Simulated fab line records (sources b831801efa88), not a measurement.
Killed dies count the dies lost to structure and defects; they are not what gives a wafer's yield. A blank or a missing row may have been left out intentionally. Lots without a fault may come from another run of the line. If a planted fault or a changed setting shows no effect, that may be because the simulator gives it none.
Which tool was responsible? :: flow sky130 :: 33 wafers from 11 lots sampled at 5 of the route's 708 steps

WHAT EACH GAUGE READ, for each wafer
SKY_METAL2_OVL_MEAS_16.
lot: L463
measured: day 35 20:56
on: overlay-02
METAL2_OVL (nm): -9 2 4

lot: L464
measured: day 35 23:59
on: overlay-02
METAL2_OVL (nm): 5 10 11

lot: L468
measured: day 36 11:01
on: overlay-02
METAL2_OVL (nm): -1 1 12

lot: L467
measured: day 36 15:29
on: overlay-01
METAL2_OVL (nm): -4 -1 -7

lot: L469
measured: day 37 17:16
on: overlay-02
METAL2_OVL (nm): 0 -1 4

lot: L473
measured: day 38 18:44
on: overlay-01
METAL2_OVL (nm): -6 5 6

lot: L481
measured: day 40 16:37
on: overlay-02
METAL2_OVL (nm): 12 6 3

lot: L482
measured: day 40 23:11
on: overlay-02
METAL2_OVL (nm): 7 -12 6

lot: L483
measured: day 41 05:44
on: overlay-01
METAL2_OVL (nm): 7 -9 2

lot: L484
measured: day 41 11:50
on: overlay-02
METAL2_OVL (nm): -8 -1 2

lot: L485
measured: day 41 18:40
on: overlay-01
METAL2_OVL (nm): -3 -12 -7

SKY_CAPM_THK_MEAS_01.
lot: L463
measured: day 37 01:32
on: film metro-02
CAPM_CVD_00_THK (nm): 15.11 15.33 15.22

lot: L464
measured: day 37 04:37
on: film metro-03
CAPM_CVD_00_THK (nm): 15.11 15.53 15.56

lot: L468
measured: day 37 15:44
on: film metro-03
CAPM_CVD_00_THK (nm): 15.25 15.48 15.58

lot: L467
measured: day 37 19:46
on: film metro-02
CAPM_CVD_00_THK (nm): 15.44 15.69 15.91

lot: L469
measured: day 38 21:54
on: film metro-02
CAPM_CVD_00_THK (nm): 15.42 15.57 15.74

lot: L473
measured: day 39 23:07
on: film metro-02
CAPM_CVD_00_THK (nm): 15.56 18.33 15.60

lot: L481
measured: day 41 19:27
on: film metro-04
CAPM_CVD_00_THK (nm): 15.30 15.42 15.40

lot: L482
measured: day 42 02:20
on: film metro-02
CAPM_CVD_00_THK (nm): 15.67 15.88 15.57

lot: L483
measured: day 42 08:43
on: film metro-02
CAPM_CVD_00_THK (nm): 15.42 15.71 15.62

lot: L484
measured: day 42 14:37
on: film metro-02
CAPM_CVD_00_THK (nm): 15.33 15.61 15.53

lot: L485
measured: day 42 21:41
on: film metro-03
CAPM_CVD_00_THK (nm): 15.55 15.16 15.37

WHICH TOOL RAN EACH LOT (tool, then ch and the chambers of the sampled wafers, then the start)
lot: L463
SKY_METAL1_DESCUM_17: rie metal-03 ch 0,1, day 33 13:15
SKY_VIA1_CMP_02: cmp-02 ch 0,2, day 33 14:16
SKY_CAPM_CVD_00: pecvd-01 ch 0,1, day 37 01:30

lot: L464
SKY_METAL1_DESCUM_17: rie metal-01 ch 0,1, day 33 17:16
SKY_VIA1_CMP_02: cmp-01 ch 0,2,3, day 33 18:17
SKY_CAPM_CVD_00: pecvd-01 ch 1,2, day 37 04:35

lot: L468
SKY_METAL1_DESCUM_17: rie metal-02 ch 0,1, day 34 03:54
SKY_VIA1_CMP_02: cmp-02 ch 0,1,3, day 34 04:55
SKY_CAPM_CVD_00: pecvd-01 ch 0,2, day 37 15:43

lot: L467
SKY_METAL1_DESCUM_17: rie metal-02 ch 0,1, day 34 08:07
SKY_VIA1_CMP_02: cmp-02 ch 0,3, day 34 09:10
SKY_CAPM_CVD_00: pecvd-03 ch 0,1,2, day 37 19:44

lot: L469
SKY_METAL1_DESCUM_17: rie metal-02 ch 0, day 35 10:31
SKY_VIA1_CMP_02: cmp-01 ch 0,3, day 35 11:47
SKY_CAPM_CVD_00: pecvd-01 ch 0,1,2, day 38 21:52

lot: L473
SKY_METAL1_DESCUM_17: rie metal-01 ch 0,1, day 36 14:04
SKY_VIA1_CMP_02: cmp-02 ch 1,2, day 36 15:02
SKY_CAPM_CVD_00: pecvd-01 ch 0,1,2, day 39 23:05

lot: L481
SKY_METAL1_DESCUM_17: rie metal-01 ch 0,1, day 38 12:28
SKY_VIA1_CMP_02: cmp-01 ch 0,2,3, day 38 13:36
SKY_CAPM_CVD_00: pecvd-02 ch 0,1, day 41 19:25

lot: L482
SKY_METAL1_DESCUM_17: rie metal-01 ch 0,1, day 38 20:22
SKY_VIA1_CMP_02: cmp-02 ch 0,1,2, day 38 21:34
SKY_CAPM_CVD_00: pecvd-02 ch 0,1,2, day 42 02:18

lot: L483
SKY_METAL1_DESCUM_17: rie metal-02 ch 1, day 39 02:49
SKY_VIA1_CMP_02: cmp-02 ch 0,1,2, day 39 03:49
SKY_CAPM_CVD_00: pecvd-02 ch 1,2, day 42 08:41

lot: L484
SKY_METAL1_DESCUM_17: rie metal-03 ch 0,1, day 39 08:39
SKY_VIA1_CMP_02: cmp-02 ch 0,1,3, day 39 09:42
SKY_CAPM_CVD_00: pecvd-02 ch 1,2, day 42 14:35

lot: L485
SKY_METAL1_DESCUM_17: rie metal-02 ch 0,1, day 39 16:13
SKY_VIA1_CMP_02: cmp-02 ch 0,1,2, day 39 17:13
SKY_CAPM_CVD_00: pecvd-03 ch 0,1,2, day 42 21:40
- SKY_METAL1_DESCUM_17: chemistry O2, time 8 s.
- SKY_VIA1_CMP_02: polishes SiO2.
- SKY_CAPM_CVD_00: deposits SiO2, target thk 15.5 nm.

AS READ BY THE TOOLS THEMSELVES (means over the sampled wafers that have a number; for cases with no such wafer, the mark the record gives instead)
SKY_METAL1_DESCUM_17.
lot: L463
tool: rie metal-03
drypump motor current A (A): 6.0
oes product au (a.u.): 0.987

lot: L464
tool: rie metal-01
drypump motor current A (A): 4.9
oes product au (a.u.): 1.002

lot: L468
tool: rie metal-02
drypump motor current A (A): 6.5
oes product au (a.u.): 0.999

lot: L467
tool: rie metal-02
drypump motor current A (A): 6.7
oes product au (a.u.): 1.009

lot: L469
tool: rie metal-02
drypump motor current A (A): 6.8
oes product au (a.u.): 1.011

lot: L473
tool: rie metal-01
drypump motor current A (A): 4.8
oes product au (a.u.): 0.996

lot: L481
tool: rie metal-01
drypump motor current A (A): 4.9
oes product au (a.u.): 1.003

lot: L482
tool: rie metal-01
drypump motor current A (A): 4.9
oes product au (a.u.): 1.002

lot: L483
tool: rie metal-02
drypump motor current A (A): 6.4
oes product au (a.u.): 1.011

lot: L484
tool: rie metal-03
drypump motor current A (A): 5.9
oes product au (a.u.): 0.984

lot: L485
tool: rie metal-02
drypump motor current A (A): 6.5
oes product au (a.u.): 1.000

SKY_VIA1_CMP_02.
lot: L463
tool: cmp-02
motor current A (A): 11.9

lot: L464
tool: cmp-01
motor current A (A): 13.3

lot: L468
tool: cmp-02
motor current A (A): 13.5

lot: L467
tool: cmp-02
motor current A (A): 12.6

lot: L469
tool: cmp-01
motor current A (A): 11.7

lot: L473
tool: cmp-02
motor current A (A): 12.2

lot: L481
tool: cmp-01
motor current A (A): 13.4

lot: L482
tool: cmp-02
motor current A (A): 12.1

lot: L483
tool: cmp-02
motor current A (A): 12.4

lot: L484
tool: cmp-02
motor current A (A): 13.2

lot: L485
tool: cmp-02
motor current A (A): 12.3

SKY_CAPM_CVD_00.
lot: L463
tool: pecvd-01
heater power w (W): 781

lot: L464
tool: pecvd-01
heater power w (W): 668

lot: L468
tool: pecvd-01
heater power w (W): 772

lot: L467
tool: pecvd-03
heater power w (W): 748

lot: L469
tool: pecvd-01
heater power w (W): 754

lot: L473
tool: pecvd-01
heater power w (W): 768

lot: L481
tool: pecvd-02
heater power w (W): 718

lot: L482
tool: pecvd-02
heater power w (W): 705

lot: L483
tool: pecvd-02
heater power w (W): 567

lot: L484
tool: pecvd-02
heater power w (W): 602

lot: L485
tool: pecvd-03
heater power w (W): 727

THE ANSWER, worked out from the rows above alone
Rule: the lots themselves supply what counts as usual. The widest of any qualifying gaps counts: lots, ordered by their means at a reading, are off when they make up no more than a third of the lots, leave a main group of 4 or more, and stand apart from it by 3 or more times the standard deviation of that group's means. If all means in a main group match to the digits the tables above print for the reading, that group is not used. Also off: a lot with no number at a reading for which 4 or more lots have one. The other lots that the step has rows for count as sound. The gauges are gone through in route order, then the tools' own readings, and for those a lot's mean is taken as printed above. At the first step where some lot is off, the reading lying furthest off is the one used; lots without a number count as furthest.
Off: L473, seen at SKY_CAPM_THK_MEAS_01 (CAPM_CVD_00_THK). Main group: mean 15.48 nm, sd 0.15.
If a tool, at a process step before that reading, ran all the lots that are off and no sound lot after the first of them, it fits. The gauges at SKY_CAPM_THK_MEAS_01 are tried like those tools. One candidate fits, namely pecvd-01 at SKY_CAPM_CVD_00. A fault onset in the window from L469 (day 38 21:52, its last sound lot) to L473 (day 39 23:05, its first lot off) fits.

WHAT THE SIMULATOR HAD PUT IN
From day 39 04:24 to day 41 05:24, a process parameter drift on pecvd-01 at SKY_CAPM_CVD_00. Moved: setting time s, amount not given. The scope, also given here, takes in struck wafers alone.
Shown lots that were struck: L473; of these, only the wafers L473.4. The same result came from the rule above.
